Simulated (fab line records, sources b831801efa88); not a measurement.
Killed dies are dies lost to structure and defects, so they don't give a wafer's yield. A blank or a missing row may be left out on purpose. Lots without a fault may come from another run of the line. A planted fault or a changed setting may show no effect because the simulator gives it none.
A struck lot beside a sound one | flow sky130 | 17 steps out of a route of 708
Sound: wafers L261.1, L261.2, L261.5. Struck: wafers L278.4, L278.5. (L278.3 of the same lot was not struck and is left out.) The cause comes at the end.
At each step with rows: each side's tool, then ch and its chambers, then its first start. Under that, the readings that differ: sound wafers | struck wafers | difference of the means | sigmas: that difference in standard deviations of wafers without a fault.
alike: readings whose means differ by less than 2 such deviations, and words and numbers that are the same on both sides. not compared: withheld readings, readings that some wafer has no value for, bounds like >300 that may hide the same value, and numbers for which the record gives no deviation and whose values overlap.
The two part at a step that has a row with sigmas, a row that says differs or no value, or rows on one side only. Numbers that don't overlap but have no deviation are shown without sigmas and don't part them. A reading that every wafer of one side lacks parts them only if that side has two wafers or more.

first, 3 steps without rows for these wafers: SKY_LI_CONTACT_EXPOSE_09 (exposes mask LICM1, target cd 170 nm); SKY_LI_CONTACT_PEB_10; SKY_LI_CONTACT_DEVELOP_11 (develop time 60 s).
SKY_LI_CONTACT_CD_MEAS_12: target cd 170 nm.
  sound on cd_sem-02, day 30 03:05; struck on cd_sem-02, day 35 12:26
  alike: cd_nm
SKY_LI_CONTACT_OVL_MEAS_13:
  sound on overlay-01, day 30 03:13; struck on overlay-01, day 35 12:31
  alike: LI_CONTACT_OVL
SKY_LI_CONTACT_ETCH_14: etches BARC in N2/H2, stops on SiO2, time 45.9 s, target depth 60 nm.
  sound on rie_diel-03 ch 0,1,2, day 30 03:14; struck on rie_diel-01 ch 3, day 35 12:32
  reading                     | sound       | struck  | difference | sigmas
  drypump_motor_current_A (A) | 6.0 6.2 6.0 | 5.0 5.0 | -1.1       | -2
  alike: oes_product_au, throttle_valve_pct
  not compared: rf_hours_counter_h
SKY_LI_CONTACT_ETCH_15: etches PSG in C4F8/O2/Ar, stops on Si, target depth 600 nm.
  sound on rie_diel-03 ch 0,1,2, day 30 03:17; struck on rie_diel-01 ch 3, day 35 12:35
  alike: oes_product_au
SKY_LI_CONTACT_STRIP_16: strips in O2/N2.
  sound on plasma_asher-04 ch 0,1, day 30 03:22; struck on plasma_asher-01 ch 0,1, day 35 12:43
  alike: drypump_motor_current_A, oes_product_au, strip_time_to_endpoint_s
  not compared: rf_hours_counter_h
then, 3 steps without rows for these wafers: SKY_LI_CONTACT_CLEAN_17 (cleans in NMP, time 600 s); SKY_LI_CONTACT_PRE_CLEAN_18 (time 5.6 s); SKY_LI_CONTACT_SPUTTER_19 (material Ti, target thk 20 nm, time 106.37 s).
SKY_LI_CONTACT_SPUTTER_20: material TiN, target thk 20 nm, time 80 s.
  sound on pvd_sputter-02, day 30 03:47; struck on pvd_sputter-03, day 35 13:05
  alike: throttle_valve_pct
SKY_LI_CONTACT_CVD_21: deposits W, target thk 400 nm, time 120.56 s.
  sound on cvd_w-01 ch 0,1, day 30 03:51; struck on cvd_w-01 ch 0, day 35 13:11
  reading                                  | sound             | struck      | difference | sigmas
  chamber_pressure_Torr (Torr)             | 40.03 40.16 39.98 | 45.63 45.51 | +5.51      | +59
  model.W_of_LI_CONTACT_CVD_21.thk_nm (nm) | 406.1 401.1 398.5 | 435 434.5   | +33        |
  alike: heater_power_w
SKY_LI_CONTACT_RS_MEAS_22: measures by four-point-probe.
  sound on film_metro-04, day 30 03:59; struck on film_metro-03, day 35 13:18
  reading                  | sound             | struck      | difference | sigmas
  LI_CONTACT_W_RS (ohm/sq) | 0.281 0.283 0.286 | 0.262 0.262 | -0.021     | -4
SKY_LI_CONTACT_THK_MEAS_23: measures by xrf.
  sound on film_metro-04, day 30 04:06; struck on film_metro-03, day 35 13:24
  reading               | sound       | struck  | difference | sigmas
  LI_CONTACT_W_THK (nm) | 405 400 398 | 420 417 | +18        | +2
SKY_LI_CONTACT_CMP_24: polishes, stops on PSG, t overpolish 20 s, target thk 0 nm.
  sound on cmp-02 ch 1,3, day 30 04:13; struck on cmp-01 ch 0,2, day 35 13:32
  alike: motor_current_A, slurry_filter_dp_kPa, slurry_flow_ml_min
-- the record jumps here: 15 days lie between the struck wafers' starts before and after (it left off in module LI_CONTACT and takes up again in module PAD_OPEN, whose first step shown is number 708 of the route) --
SKY_PAD_OPEN_PROBE_99:
  the record has rows for the struck wafers here (prober-01, day 50 06:44) and none for the sound ones

WHERE THEY PART
First at SKY_LI_CONTACT_ETCH_14; last, within this record, at SKY_PAD_OPEN_PROBE_99.

WHY: what the simulator had put in
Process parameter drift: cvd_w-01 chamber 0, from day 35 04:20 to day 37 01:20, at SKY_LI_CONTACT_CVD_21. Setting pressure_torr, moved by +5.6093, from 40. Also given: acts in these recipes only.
